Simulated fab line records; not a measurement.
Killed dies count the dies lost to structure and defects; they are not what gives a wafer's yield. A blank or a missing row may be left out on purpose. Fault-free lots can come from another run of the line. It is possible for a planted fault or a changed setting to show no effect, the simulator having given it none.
fab line records	flow sky130
record lots=6	wafers=18	lastDay=49
route steps=708 shown METAL3@557 VIA3@573 METAL4@598 PAD_OPEN@708
lots that met no fault: taken from a fault-free run of the same line
startH: the number of hours between the record's first day and the start of the first shown wafer of the lot	waitH: hours from the lot's prior step to this one	" the same as in the row above	L1.1+2: a single row standing in for several wafers	- no value, or no start was given	* or withheld: withheld	< > ~ a bound
route shown NAME@n: a module of which the file shows steps, and the number in the route of the first	usual: mean/standard deviation taken from wafers without a fault	same: alike in all rows	chamber/n: place in a boat	sites: readings site by site	_std_site: how widely they spread, as a standard deviation	_edge_site: outer sites' mean less inner sites'	radiusMm: for every site, how far away it sits from the centre of the wafer	mask NAME#n: copy n	behind: the most recent tool/chamber to have shaped the wafer	hold: why the lot was held/for how many hours/how that ended	device: the n, p or np transistor that did not switch	end of line: tests run on the same wafers once the route is complete	a step given without rows: its recipe and nothing more	killed: count of dies lost to structure and defects at first sort (not the wafer's yield)	map: a wafer's dies, x killed, . not, _ none there
set.NAME: the setting as run; set.NAME@STEP: as run at that earlier step	model.NAME: the simulator's own value behind a step, which no gauge read
a table for each step, a row for each wafer; lots at some steps of the route
services: when a tool's chamber went out of use (startH, in hours from the record's first day, below 0 if earlier), for how many hours, and the reason
## steps
# step SKY_METAL3_COAT_07
# recipe resist=BARC	tempC=withheld	timeS=withheld	spinRpm=3000	resistThkNm=60
# step SKY_METAL3_COAT_08
# recipe resist=KrF-thick	spinRpm=3000	resistThkNm=1140
# step SKY_METAL3_SOFTBAKE_09
# recipe tempC=100	timeS=90	resist=KrF-thick
# step SKY_METAL3_EXPOSE_10
# recipe maskId=MM3	na=0.68	sourceShape=annular	sigmaInner=0.4	sigmaOuter=0.8	targetCdNm=300	doseMj=28
# step SKY_METAL3_PEB_11
# recipe pebTempC=withheld	pebTimeS=withheld	resist=KrF-thick
# step SKY_METAL3_DEVELOP_12
# recipe developTimeS=60	resist=KrF-thick	devTempC=21
# step SKY_METAL3_CD_MEAS_13
# recipe targetCdNm=300
# usual cdNm=300.3/1.5
lot.wafer	tool	chamber	startH	waitH	cdNm
L965.4	cdSem-01	-	911.79	-	298.5
L965.5	"	-	"	"	297.9
L965.6	"	-	"	"	299.8
L968.1	cdSem-02	-	935.56	-	299.4
L968.2	"	-	"	"	301.7
L968.3	"	-	"	"	298.8
L969.1	cdSem-02	-	948.28	-	300.5
L969.5	"	-	"	"	298.8
L969.6	"	-	"	"	297.8
L975.1	cdSem-02	-	997.28	-	299.5
L975.5	"	-	"	"	300.7
L975.6	"	-	"	"	299.4
L977.1	cdSem-02	-	1009.11	-	298.1
L977.2	"	-	"	"	299.3
L977.5	"	-	"	"	299.5
L978.3	cdSem-02	-	1010.10	-	300.9
L978.5	"	-	"	"	298.3
L978.6	"	-	"	"	300.3
# step SKY_METAL3_OVL_MEAS_14
# usual METAL3_OVL=-4/5.1
lot.wafer	tool	chamber	startH	waitH	METAL3_OVL[nm]
L965.4	overlay-02	-	911.87	0.1	5
L965.5	"	-	"	"	-4
L965.6	"	-	"	"	3
L968.1	overlay-01	-	935.68	0.1	1
L968.2	"	-	"	"	-4
L968.3	"	-	"	"	-8
L969.1	overlay-02	-	948.40	0.1	-10
L969.5	"	-	"	"	-7
L969.6	"	-	"	"	-8
L975.1	overlay-02	-	997.40	0.1	0
L975.5	"	-	"	"	2
L975.6	"	-	"	"	3
L977.1	overlay-01	-	1009.23	0.1	-3
L977.2	"	-	"	"	-8
L977.5	"	-	"	"	-4
L978.3	overlay-02	-	1010.19	0.1	-6
L978.5	"	-	"	"	-4
L978.6	"	-	"	"	-6
# step SKY_METAL3_DESCUM_15
# recipe chemistry=O2	sourcePowerW=150	biasPowerW=0	pressureMtorr=10	tempC=40	timeS=8
# usual drypumpMotorCurrentA=5.4/0.52	oesProductAu=1.001/0.0087
lot.wafer	tool	chamber	startH	waitH	drypumpMotorCurrentA	oesProductAu	rfHoursCounterH
L965.4	rieMetal-02	1	911.90	0.0	5.7	0.995	-
L965.5	"	1	"	"	5.7	0.993	-
L965.6	"	0	"	"	4.9	1.006	-
L968.1	rieMetal-04	0	935.72	0.0	5.1	1.010	7.2
L968.2	"	1	"	"	5.2	1.013	9.2
L968.3	"	0	"	"	5.1	1.005	-
L969.1	rieMetal-02	1	948.44	0.0	5.7	0.994	10.3
L969.5	"	0	"	"	4.9	0.999	-
L969.6	"	1	"	"	5.7	0.990	-
L975.1	rieMetal-03	1	997.44	0.0	5.1	0.994	8.2
L975.5	"	0	"	"	6.3	1.012	-
L975.6	"	1	"	"	5.1	0.986	-
L977.1	rieMetal-03	1	1009.27	0.0	5.1	0.988	8.9
L977.2	"	0	"	"	6.4	1.004	7.5
L977.5	"	0	"	"	6.4	1.012	-
L978.3	rieMetal-04	0	1010.23	0.0	5.1	1.000	-
L978.5	"	1	"	"	5.2	1.003	-
L978.6	"	0	"	"	5.1	1.008	-
# step SKY_METAL3_ETCH_16
# recipe chemistry=N2/H2	target=BARC	ionEnergyEv=200	biasW=100	pressureMtorr=30	n2FlowSccm=100	h2FlowSccm=200	icpW=500	stopOn=SiO2	timeS=88.2	targetDepthA=600
# step SKY_METAL3_ETCH_17
# recipe target=SiO2	stopOn=TiN	chemistry=C4F8/O2/Ar	sourceW=1500	biasW=1200	pressureMtorr=40	c4f8FlowSccm=withheld	O2_flow_sccm=6	Ar_flow_sccm=300	timeS=3.9	targetDepthA=150
# usual oesProductAu=0.751/0.0071
lot.wafer	tool	chamber	startH	waitH	oesProductAu	rfHoursCounterH
L965.4	rieDiel-04	1	912.02	0.0	0.749	15
L965.5	"	2	"	"	0.764	-
L965.6	"	1	"	"	0.756	-
L968.1	rieDiel-04	0	935.85	0.1	0.755	2
L968.2	"	1	"	"	0.746	15
L968.3	"	2	"	"	0.751	1
L969.1	rieDiel-03	1	948.57	0.1	0.759	5
L969.5	"	2	"	"	0.760	-
L969.6	"	1	"	"	0.759	-
L975.1	rieDiel-04	2	997.57	0.1	0.751	3
L975.5	"	0	"	"	0.749	-
L975.6	"	2	"	"	0.754	-
L977.1	rieDiel-01	0	1009.40	0.1	0.755	14
L977.2	"	2	"	"	0.745	15
L977.5	"	0	"	"	0.747	-
L978.3	rieDiel-03	3	1010.35	0.0	0.754	5
L978.5	"	3	"	"	0.762	-
L978.6	"	2	"	"	0.742	-
# step SKY_METAL3_METAL_ETCH_18
# recipe targetDepthA=8450	stopOn=SiO2	overEtchFrac=0.3	timeS=183.1	chemistry=Cl2/BCl3	resistSidewallDeg=88	pressureMtorr=10	icpW=900	biasW=48.5	Cl2_flow_sccm=60	bcl3FlowSccm=30
# step SKY_METAL3_STRIP_19
# recipe chemistry=O2/N2	powerW=1400	pressureMtorr=1500	platenTempC=withheld	o2FlowSccm=3000	n2FlowSccm=300	overashFraction=0.5
# usual drypumpMotorCurrentA=5.6/0.35	oesProductAu=0.501/0.0048	stripTimeToEndpointS=6.52/0.07
lot.wafer	tool	chamber	startH	waitH	drypumpMotorCurrentA	oesProductAu	rfHoursCounterH	stripTimeToEndpointS
L965.4	plasmaAsher-03	0	912.25	0.1	5.3	0.507	-	6.38
L965.5	"	0	"	"	5.3	0.503	-	6.54
L965.6	"	1	"	"	5.4	0.503	-	6.39
L968.1	plasmaAsher-03	1	936.04	0.1	5.4	0.500	50	6.57
L968.2	"	0	"	"	5.3	0.506	50	6.57
L968.3	"	0	"	"	5.3	0.496	-	6.56
L969.1	plasmaAsher-04	0	948.77	0.1	5.5	0.508	110	6.53
L969.5	"	1	"	"	5.8	0.491	-	6.40
L969.6	"	0	"	"	5.4	0.503	-	6.50
L975.1	plasmaAsher-03	1	997.77	0.1	5.4	0.494	55	6.47
L975.5	"	0	"	"	5.3	0.496	-	6.43
L975.6	"	1	"	"	5.4	0.501	-	6.49
L977.1	plasmaAsher-03	0	1009.77	0.3	5.3	0.509	56	6.47
L977.2	"	1	"	"	5.4	0.497	56	6.41
L977.5	"	1	"	"	5.4	0.497	-	6.40
L978.3	plasmaAsher-03	0	1010.76	0.2	5.3	0.497	-	6.43
L978.5	"	1	"	"	5.4	0.500	-	6.51
L978.6	"	0	"	"	5.2	0.501	-	6.47
# step SKY_METAL3_STRIP_20
# recipe chemistry=postEtchResidueRemover	timeS=1200	tempC=72.5
# step SKY_METAL3_CLEAN_21
# recipe chemistry=IPA	timeS=180	tempC=25
# step SKY_METAL3_CLEAN_22
# recipe chemistry=O3/DIW	dry=n2Spin
# step SKY_VIA3_HDPCVD_00
# recipe material=SiO2	targetThkNm=1635	sigmaOpenFrac=0.3	timeS=272.5	tempC=400	sih4FlowSccm=60	pressureMtorr=6
# step SKY_VIA3_THK_MEAS_01
# recipe reads=SiO2_of_VIA3_HDPCVD_00
# usual VIA3_HDPCVD_THK=1640/18
lot.wafer	tool	chamber	startH	waitH	VIA3_HDPCVD_THK[nm]
L965.4	filmMetro-04	-	913.01	0.0	1646
L965.5	"	-	"	"	1655
L965.6	"	-	"	"	1644
L968.1	filmMetro-04	-	936.80	0.1	1656
L968.2	"	-	"	"	1634
L968.3	"	-	"	"	1624
L969.1	filmMetro-04	-	949.53	0.1	1625
L969.5	"	-	"	"	1662
L969.6	"	-	"	"	1644
L975.1	filmMetro-02	-	998.53	0.1	1638
L975.5	"	-	"	"	1630
L975.6	"	-	"	"	1616
L977.1	filmMetro-01	-	1010.53	0.1	1660
L977.2	"	-	"	"	1656
L977.5	"	-	"	"	1654
L978.3	filmMetro-04	-	1011.56	0.1	1583
L978.5	"	-	"	"	1612
L978.6	"	-	"	"	1613
# step SKY_VIA3_CMP_02
# recipe material=SiO2	downForcePsi=4	platenRpm=60	padVelocityMS=0.94248
# usual motorCurrentA=12.0/1.3	retainingRingPressureFrac=1.000/0.0048
lot.wafer	tool	chamber	startH	waitH	motorCurrentA	retainingRingPressureFrac
L965.4	cmp-02	1	913.09	0.1	12.3	0.989
L965.5	"	0	"	"	12.5	0.992
L965.6	"	1	"	"	11.7	1.005
L968.1	cmp-01	3	936.86	0.1	11.6	0.997
L968.2	"	0	"	"	12.4	0.993
L968.3	"	2	"	"	9.1	1.001
L969.1	cmp-02	1	949.74	0.2	12.7	0.999
L969.5	"	2	"	"	13.7	1.005
L969.6	"	3	"	"	11.9	0.995
L975.1	cmp-01	2	998.69	0.1	9.2	1.002
L975.6	"	0	"	"	12.3	0.996
L975.5	"	1	"	"	13.2	0.994
L977.2	cmp-02	0	1010.69	0.1	12.8	0.997
L977.1	"	1	"	"	12.0	0.995
L977.5	"	2	"	"	12.3	0.993
L978.3	cmp-01	0	1011.65	0.1	12.4	0.999
L978.6	"	3	"	"	11.6	1.002
L978.5	"	0	"	"	12.7	0.999
# step SKY_VIA3_BOW_MEAS_03
# recipe mode=bow
# usual VIA3_BOW=81/8.5
lot.wafer	tool	chamber	startH	waitH	VIA3_BOW[um]
L965.4	filmMetro-02	-	913.40	0.3	72
L965.5	"	-	"	"	74
L965.6	"	-	"	"	88
L968.1	filmMetro-01	-	937.16	0.2	73
L968.2	"	-	"	"	84
L968.3	"	-	"	"	81
L969.1	filmMetro-04	-	949.89	0.1	86
L969.5	"	-	"	"	85
L969.6	"	-	"	"	73
L975.1	filmMetro-04	-	998.89	0.1	90
L975.5	"	-	"	"	97
L975.6	"	-	"	"	102
L977.1	filmMetro-04	-	1010.89	0.1	68
L977.2	"	-	"	"	77
L977.5	"	-	"	"	79
L978.3	filmMetro-02	-	1011.94	0.2	84
L978.5	"	-	"	"	80
L978.6	"	-	"	"	96
# step SKY_VIA3_DEHYDRATE_04
# recipe tempC=200	timeS=60
# step SKY_VIA3_HMDS_05
# recipe primeTimeS=60	primeTempC=120
# step SKY_VIA3_COAT_06
# recipe resist=BARC	tempC=withheld	timeS=withheld	spinRpm=3000	resistThkNm=60
# step SKY_VIA3_COAT_07
# recipe resist=KrF-thick	spinRpm=3000	resistThkNm=450
# step SKY_VIA3_SOFTBAKE_08
# recipe tempC=100	timeS=90	resist=KrF-thick
# step SKY_VIA3_EXPOSE_09
# recipe maskId=VIM3	na=0.8	sourceShape=annular	sigmaInner=0.55	sigmaOuter=0.85	targetCdNm=200	doseMj=38
# step SKY_VIA3_PEB_10
# recipe pebTempC=withheld	pebTimeS=withheld	resist=KrF-thick
# step SKY_VIA3_DEVELOP_11
# recipe developTimeS=60	resist=KrF-thick	devTempC=21
# step SKY_VIA3_CD_MEAS_12
# recipe targetCdNm=200
# usual cdNm=200.0/1.1
lot.wafer	tool	chamber	startH	waitH	cdNm
L965.4	cdSem-02	-	937.59	-	199.7
L965.5	"	-	"	"	200.2
L965.6	"	-	"	"	198.3
L968.1	cdSem-01	-	961.14	-	200.6
L968.2	"	-	"	"	198.8
L968.3	"	-	"	"	199.3
L969.1	cdSem-02	-	973.92	-	201.2
L969.5	"	-	"	"	201.7
L969.6	"	-	"	"	202.7
L975.1	cdSem-01	-	1021.34	-	200.4
L975.5	"	-	"	"	200.1
L975.6	"	-	"	"	199.0
L977.1	cdSem-02	-	1033.54	-	197.5
L977.2	"	-	"	"	197.2
L977.5	"	-	"	"	196.6
L978.3	cdSem-02	-	1034.28	-	199.6
L978.5	"	-	"	"	200.9
L978.6	"	-	"	"	200.1
# step SKY_VIA3_OVL_MEAS_13
# usual VIA3_OVL=-4/5.2
lot.wafer	tool	chamber	startH	waitH	VIA3_OVL[nm]
L965.4	overlay-02	-	937.67	0.1	-3
L965.5	"	-	"	"	-3
L965.6	"	-	"	"	-4
L968.1	overlay-02	-	961.26	0.1	-8
L968.2	"	-	"	"	-5
L968.3	"	-	"	"	0
L969.1	overlay-01	-	974.04	0.1	-7
L969.5	"	-	"	"	-7
L969.6	"	-	"	"	-10
L975.1	overlay-02	-	1021.46	0.1	-9
L975.5	"	-	"	"	-7
L975.6	"	-	"	"	-11
L977.1	overlay-02	-	1033.66	0.1	-3
L977.2	"	-	"	"	-2
L977.5	"	-	"	"	-8
L978.3	overlay-02	-	1034.37	0.1	-8
L978.5	"	-	"	"	-6
L978.6	"	-	"	"	-9
# step SKY_VIA3_ETCH_14
# recipe chemistry=N2/H2	target=BARC	ionEnergyEv=200	sourceW=500	biasW=100	pressureMtorr=30	n2FlowSccm=100	h2FlowSccm=200	stopOn=SiO2	timeS=45.9	targetDepthA=600
# step SKY_VIA3_ETCH_15
# recipe target=SiO2	chemistry=C4F8/O2/Ar	targetDepthNm=507	stopOn=TiN	maskMaterial=KrF-thick	sourceW=1500	biasW=1200	pressureMtorr=40	c4f8FlowSccm=withheld	O2_flow_sccm=6	Ar_flow_sccm=300	timeS=78
# step SKY_VIA3_STRIP_16
# recipe chemistry=O2/N2	powerW=1400	pressureMtorr=1500	platenTempC=withheld	o2FlowSccm=3000	n2FlowSccm=300	overashFraction=0.5
# usual drypumpMotorCurrentA=5.44/0.18	oesProductAu=0.403/0.0047	stripTimeToEndpointS=4.140/0.023
lot.wafer	tool	chamber	startH	waitH	drypumpMotorCurrentA	oesProductAu	rfHoursCounterH	stripTimeToEndpointS
L965.4	plasmaAsher-03	1	937.83	0.1	5.40	0.409	-	4.119
L965.5	"	0	"	"	5.29	0.391	-	4.144
L965.6	"	1	"	"	5.39	0.409	-	4.125
L968.1	plasmaAsher-04	1	961.39	0.0	5.81	0.414	111	4.130
L968.2	"	0	"	"	5.42	0.399	111	4.144
L968.3	"	0	"	"	5.40	0.399	-	4.147
L969.1	plasmaAsher-01	0	974.17	0.0	5.36	0.400	87	4.114
L969.5	"	0	"	"	5.35	0.408	-	4.126
L969.6	"	1	"	"	5.31	0.401	-	4.169
L975.1	plasmaAsher-01	0	1021.59	0.0	5.37	0.406	92	4.158
L975.5	"	1	"	"	5.32	0.403	-	4.165
L975.6	"	0	"	"	5.38	0.406	-	4.185
L977.1	plasmaAsher-03	1	1033.79	0.0	5.35	0.401	58	4.129
L977.2	"	0	"	"	5.26	0.392	58	4.131
L977.5	"	1	"	"	5.39	0.393	-	4.143
L978.3	plasmaAsher-03	1	1034.53	0.1	5.40	0.405	-	4.165
L978.5	"	0	"	"	5.29	0.404	-	4.125
L978.6	"	1	"	"	5.38	0.399	-	4.164
# step SKY_VIA3_STRIP_17
# recipe chemistry=postEtchResidueRemover	timeS=1200	tempC=72.5
# step SKY_VIA3_CLEAN_18
# recipe chemistry=IPA	timeS=180	tempC=25
# step SKY_VIA3_CLEAN_19
# recipe chemistry=O3/DIW	dry=n2Spin
# step SKY_VIA3_SPUTTER_20
# recipe material=TiN	targetThkNm=20	chamberPressurePa=5	powerW=4000	timeS=80
# usual throttleValvePct=30.4/0.83
lot.wafer	tool	chamber	startH	waitH	throttleValvePct
L965.4	pvdSputter-03	-	938.38	0.0	31.8
L965.5	"	-	"	"	30.2
L965.6	"	-	"	"	31.9
L968.1	pvdSputter-01	-	962.03	0.0	30.2
L968.2	"	-	"	"	30.2
L968.3	"	-	"	"	30.8
L969.1	pvdSputter-03	-	974.77	0.0	30.6
L969.5	"	-	"	"	30.6
L969.6	"	-	"	"	31.9
L975.1	pvdSputter-03	-	1022.28	0.0	30.4
L975.5	"	-	"	"	30.2
L975.6	"	-	"	"	31.8
L977.1	pvdSputter-03	-	1034.42	0.0	30.8
L977.2	"	-	"	"	31.9
L977.5	"	-	"	"	31.8
L978.3	pvdSputter-03	-	1035.22	0.0	30.6
L978.5	"	-	"	"	30.7
L978.6	"	-	"	"	29.7
# step SKY_VIA3_CVD_21
# recipe material=W	targetThkNm=390	timeS=117.31	tempC=400	pressureTorr=40
# step SKY_VIA3_RS_MEAS_22
# recipe thkMeasGauge=four-point-probe	reads=W_of_VIA3_CVD_21+TiN_of_VIA3_SPUTTER_20
# usual VIA3_W_RS=0.294/0.0044
lot.wafer	tool	chamber	startH	waitH	VIA3_W_RS[ohm/sq]
L965.4	filmMetro-01	-	938.63	0.1	0.292
L965.5	"	-	"	"	0.291
L965.6	"	-	"	"	0.291
L968.1	filmMetro-01	-	962.21	0.1	0.297
L968.2	"	-	"	"	0.296
L968.3	"	-	"	"	0.299
L969.1	filmMetro-04	-	974.95	0.1	0.296
L969.5	"	-	"	"	0.289
L969.6	"	-	"	"	0.299
L975.1	filmMetro-01	-	1022.47	0.1	0.287
L975.5	"	-	"	"	0.298
L975.6	"	-	"	"	0.287
L977.1	filmMetro-04	-	1034.61	0.1	0.298
L977.2	"	-	"	"	0.304
L977.5	"	-	"	"	0.297
L978.3	filmMetro-02	-	1035.51	0.1	0.292
L978.5	"	-	"	"	0.297
L978.6	"	-	"	"	0.289
# step SKY_VIA3_THK_MEAS_23
# recipe thkMeasGauge=xrf	reads=W_of_VIA3_CVD_21
# usual VIA3_W_THK=396/7.9
lot.wafer	tool	chamber	startH	waitH	VIA3_W_THK[nm]
L965.4	filmMetro-01	-	938.72	0.1	401
L965.5	"	-	"	"	399
L965.6	"	-	"	"	399
L968.1	filmMetro-01	-	962.33	0.1	395
L968.2	"	-	"	"	394
L968.3	"	-	"	"	394
L969.1	filmMetro-04	-	975.07	0.1	394
L969.5	"	-	"	"	405
L969.6	"	-	"	"	394
L975.1	filmMetro-01	-	1022.59	0.1	404
L975.5	"	-	"	"	386
L975.6	"	-	"	"	404
L977.1	filmMetro-04	-	1034.73	0.1	401
L977.2	"	-	"	"	389
L977.5	"	-	"	"	396
L978.3	filmMetro-02	-	1035.61	0.1	392
L978.5	"	-	"	"	387
L978.6	"	-	"	"	396
# step SKY_VIA3_CMP_24
# recipe stopOn=SiO2	tOverpolishS=20	downForcePsi=3.5	platenRpm=60	targetThkNm=0	padVelocityMS=0.94248
# step SKY_METAL4_SPUTTER_00
# recipe material=Ti	targetThkNm=15	powerW=3000	timeS=10	chamberPressurePa=0.4
# step SKY_PAD_OPEN_PROBE_99
# usual defectLimitedYield=82.3/1.9	killed_at_M0_to_M3=43/7.4	killed_at_M4_up=3.3/2	killedAtContacts=24/5.4	killedAtFrontEnd=16/4.2	killedAtOther=0.3/0.61	killedDies=87/9.4	killedOpen=47/7.3	killedShort=40/6.7	sort_bin_3_pad_short=0.9/0.43	sort_bin_5_function=10.4/1.4	sort_bin_6_memory=6.4/1.2	sortNPass=405/9.4	sortYieldPct=82.3/1.9
# same grossDies=492	killedAtBackSide=0	sort_bin_4_leakage[%]=0	sort_bin_8_speed[%]=0
lot.wafer	tool	chamber	startH	waitH	defectLimitedYield[%]	killed_at_M0_to_M3	killed_at_M4_up	killedAtContacts	killedAtFrontEnd	killedAtOther	killedDies	killedOpen	killedShort	sort_bin_3_pad_short[%]	sort_bin_5_function[%]	sort_bin_6_memory[%]	sortNPass	sortYieldPct[%]	model.etest.tester.sortNPass	model.etest.tester.sortYieldPct	model.etest.tester.sort_bin_5_pct	model.etest.tester.sort_bin_3_pct
L965.4	prober-02	-	1083.20	0.2	80.3	55	2	26	14	0	97	61	36	1.2	11.6	6.9	395	80.3	395	80.28	11.59	1.22
L965.5	prober-02	-	1083.25	0.2	80.3	42	5	30	20	0	97	54	42	0.8	9.6	9.3	395	80.3	395	80.28	9.553	0.813
L965.6	prober-02	-	1083.30	0.2	82.7	45	0	25	15	0	85	38	46	1.0	9.8	6.5	407	82.7	407	82.72	9.756	1.016
L969.1	prober-02	-	1113.83	0.1	83.7	33	4	27	16	0	80	35	44	0.8	9.1	6.3	412	83.7	412	83.74	9.146	0.813
L969.5	prober-02	-	1114.03	0.2	80.9	46	2	33	13	0	94	55	39	0.6	10.4	8.1	398	80.9	398	80.89	10.37	0.6098
L969.6	prober-02	-	1114.08	0.2	82.9	32	5	24	23	0	84	44	40	0.6	9.3	7.1	408	82.9	408	82.93	9.35	0.6098
L975.1	prober-02	-	1155.38	0.1	82.1	43	1	28	16	0	88	48	40	1.0	9.6	7.3	404	82.1	404	82.11	9.553	1.016
L975.5	prober-02	-	1155.58	0.2	84.3	32	4	29	12	0	77	42	35	0.8	10.6	4.3	415	84.3	415	84.35	10.57	0.813
L975.6	prober-02	-	1155.63	0.2	81.9	53	3	22	11	0	89	46	43	0.6	11.4	6.1	403	81.9	403	81.91	11.38	0.6098
L977.1	prober-02	-	1165.26	0.1	77.0	73	2	26	11	1	113	43	34	2.0	13.4	7.5	379	77.0	379	77.03	13.41	2.033
L977.2	prober-02	-	1165.31	0.1	83.3	39	3	25	13	2	82	52	27	0.4	11.4	4.9	410	83.3	410	83.33	11.38	0.4065
L977.5	prober-02	-	1165.46	0.2	84.8	37	3	27	8	0	75	43	32	1.2	8.5	5.5	417	84.8	417	84.76	8.537	1.22
L978.3	prober-02	-	1165.88	0.2	79.3	65	0	22	15	0	102	41	27	2.0	13.8	4.9	390	79.3	390	79.27	13.82	2.033
L978.5	prober-02	-	1165.98	0.2	80.5	49	4	27	16	0	96	55	41	0.6	10.8	8.1	396	80.5	396	80.49	10.77	0.6098
L978.6	prober-02	-	1166.03	0.2	74.4	85	4	27	10	0	126	37	55	3.9	14.0	7.7	366	74.4	366	74.39	14.02	3.862
# killed by level:class
L965.4 VIA1:geometricParticle:open=14 CONTACT:geometricParticle:open=10 LI_CONTACT:geometricParticle:open=9 VIA2:geometricParticle:open=8 FIELD_ISO:geometricParticle:open=6 METAL2:geometricParticle:short=6 VIA3:geometricParticle:open=6 LI_CONTACT:geometricParticle:short=5
L965.5 CONTACT:geometricParticle:open=12 VIA1:geometricParticle:open=10 LI_CONTACT:geometricParticle:open=10 FIELD_ISO:geometricParticle:open=7 METAL2:geometricParticle:short=7 VIA2:geometricParticle:short=7 FIELD_ISO:geometricParticle:short=6 METAL1:geometricParticle:short=6
L965.6 VIA1:geometricParticle:open=9 CONTACT:geometricParticle:short=7 VIA1:geometricParticle:short=7 METAL2:geometricParticle:short=7 FIELD_ISO:geometricParticle:short=6 CONTACT:geometricParticle:open=6 LI_CONTACT:geometricParticle:open=5 LOCAL_INTERCONNECT:geometricParticle:short=5
L969.1 VIA1:geometricParticle:open=9 METAL2:geometricParticle:short=9 LI_CONTACT:geometricParticle:open=6 CONTACT:geometricParticle:open=6 LI_CONTACT:geometricParticle:short=5 CONTACT:geometricParticle:short=5 METAL3:geometricParticle:short=5 FIELD_ISO:geometricParticle:open=4
L969.5 LI_CONTACT:geometricParticle:open=13 CONTACT:geometricParticle:open=12 VIA3:geometricParticle:open=8 VIA1:geometricParticle:open=8 VIA2:geometricParticle:open=8 METAL1:geometricParticle:short=6 VIA1:geometricParticle:short=6 METAL2:geometricParticle:short=5
L969.6 VIA1:geometricParticle:open=6 CONTACT:geometricParticle:open=6 FIELD_ISO:geometricParticle:open=5 POLY_GATE:geometricParticle:open=5 LI_CONTACT:geometricParticle:open=5 CONTACT:geometricParticle:short=5 METAL1:geometricParticle:short=5 VIA1:geometricParticle:short=5
L975.1 VIA3:geometricParticle:open=10 LOCAL_INTERCONNECT:geometricParticle:short=9 VIA1:geometricParticle:open=9 FIELD_ISO:geometricParticle:short=7 LI_CONTACT:geometricParticle:open=7 CONTACT:geometricParticle:open=6 METAL2:geometricParticle:short=5 VIA2:geometricParticle:open=4
L975.5 CONTACT:geometricParticle:open=11 LI_CONTACT:geometricParticle:open=6 VIA3:geometricParticle:open=6 FIELD_ISO:geometricParticle:short=5 LI_CONTACT:geometricParticle:short=5 VIA2:geometricParticle:open=5 CONTACT:geometricParticle:short=4 METAL2:geometricParticle:short=4
L975.6 VIA1:geometricParticle:open=11 VIA2:geometricParticle:open=8 LI_CONTACT:geometricParticle:open=7 VIA1:geometricParticle:short=7 METAL2:geometricParticle:short=7 VIA3:geometricParticle:open=6 VIA3:geometricParticle:short=5 POLY_GATE:geometricParticle:open=4
L977.1 METAL3:unspecified=36 CONTACT:geometricParticle:open=10 VIA2:geometricParticle:open=7 LI_CONTACT:geometricParticle:open=6 CONTACT:geometricParticle:short=6 VIA1:geometricParticle:open=6 VIA3:geometricParticle:short=5 VIA3:geometricParticle:open=5
L977.2 VIA1:geometricParticle:open=11 LI_CONTACT:geometricParticle:open=9 VIA3:geometricParticle:open=7 LOCAL_INTERCONNECT:geometricParticle:short=6 VIA2:geometricParticle:open=5 CONTACT:geometricParticle:open=5 POLY_GATE:geometricParticle:open=4 VIA3:geometricParticle:short=3
L977.5 VIA1:geometricParticle:open=10 LI_CONTACT:geometricParticle:open=9 CONTACT:geometricParticle:open=8 VIA2:geometricParticle:open=8 CONTACT:geometricParticle:short=5 VIA1:geometricParticle:short=5 METAL2:geometricParticle:short=5 LOCAL_INTERCONNECT:geometricParticle:short=4
L978.3 METAL3:unspecified=34 CONTACT:geometricParticle:open=10 VIA1:geometricParticle:open=9 LI_CONTACT:geometricParticle:open=7 FIELD_ISO:geometricParticle:short=4 CONTACT:geometricParticle:short=4 METAL1:geometricParticle:short=4 VIA2:geometricParticle:open=4
L978.5 VIA2:geometricParticle:open=14 CONTACT:geometricParticle:open=11 CONTACT:geometricParticle:short=9 VIA1:geometricParticle:open=8 LI_CONTACT:geometricParticle:open=5 VIA1:geometricParticle:short=5 METAL2:geometricParticle:short=5 VIA3:geometricParticle:open=5
L978.6 METAL3:unspecified=34 VIA1:geometricParticle:short=9 CONTACT:geometricParticle:open=9 LOCAL_INTERCONNECT:geometricParticle:short=7 METAL1:geometricParticle:short=6 METAL2:geometricParticle:short=6 VIA2:geometricParticle:short=6 VIA2:geometricParticle:open=6
# map L977.1 (x killed, . not)
__________...x......_________
________.......x......_______
______.................._____
_____...xx...x.....x.....____
____xxx..............x....___
___.....x.x................__
__..x.....x.x........x......_
_.........................x.x
_x....x........x..x.xx..x.x..
_...x....x..............x.x..
_.............x..xx..x..x....
_........x......x......x...x.
_.xx.x........x....x.....x...
_....x.x....x....x..x.x.x..xx
_xx...x......x.xxx.......x...
__xxxx.xxxx..x..x..x....xxx._
___xxxxxxxx.......x........__
____xxxxxxxx.......xx..xx.___
_____xxxxx..............x____
______xxx.x........xxx.._____
________xx............_______
__________......x..._________
# map L978.6 (x killed, . not)
__________..x......._________
________.x...x.x..x..x_______
______...........x.x...._____
_____....x.xx....x.......____
____.xxx...x..x.x.x...xx..___
___......x..x..x.x......x.x__
__x...x....x...xx..........._
_........x.x.........x....x..
_.......x.........xx........x
_.x............x...x......x..
_........x...x........x..x...
_.x....xx......x......x..x...
_x.....x.....................
_.....xx..x..x..x.xx.x.......
_..xxxxx..xx.....x..x.......x
__xxxxxxx.....xx...x.x.x...._
___xxxxxxx..xxx...xxx......__
____xxxxx........x...x....___
_____xxxxx.x.............____
______xxxx.xx.xx.....x.x_____
________xx.........x.._______
__________......x..._________
## services
tool	chamber	startH	hours	kind
rieDiel-04	0	888.90	5.4	repair
rieDiel-04	1	894.43	11.4	repair
cmp-01	-	895.85	2.3	repair
cmp-01	-	912.00	4.0	pm
rieDiel-03	2	921.11	1.9	repair
pvdSputter-01	-	924.90	6.3	repair
rieMetal-03	-	930.55	14.6	pm
rieDiel-01	3	939.99	4.2	repair
rieDiel-04	3	949.54	4.9	repair
plasmaAsher-03	-	950.80	14.6	pm
pvdSputter-03	2	952.56	-	consumableReplace:kit
pvdSputter-03	2	952.56	18.0	scheduledDown
pvdSputter-03	2	952.56	18.0	ventCycle
cmp-02	-	953.87	1.1	repair
rieDiel-04	3	968.77	5.7	repair
cmp-02	-	980.36	0.3	repair
cmp-02	-	994.34	8.3	repair
pvdSputter-01	-	996.10	4.9	repair
rieMetal-02	1	1008.98	14.2	repair
rieMetal-02	0	1023.51	12.7	repair
rieMetal-04	-	1025.21	0.5	repair
cmp-01	-	1028.42	2.2	repair
cmp-01	-	1031.06	1.0	repair
cmp-02	-	1034.54	1.0	repair
## key
firstSign step=SKY_PAD_OPEN_PROBE_99	reading=killed_at_M0_to_M3	direction=up	sigmas=4.2	usual=43	struck=74
effect step=SKY_PAD_OPEN_PROBE_99	reading=sort_bin_3_pad_short	direction=up	sigmas=4	usual=0.9	struck=2.6
modelEffect step=SKY_PAD_OPEN_PROBE_99	value=etest.tester.sortNPass	without=409.3	struck=378.3
metAt SKY_METAL3_STRIP_19
struckWafers L977.1,L978.3,L978.6
onsetBetween 997.77 1009.77
fault kind=chamberParticleSource	tool=plasmaAsher-03	chamber=0	onsetH=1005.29	steps=SKY_METAL3_STRIP_19	ratePerVisitCm2=0.97796	endH=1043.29
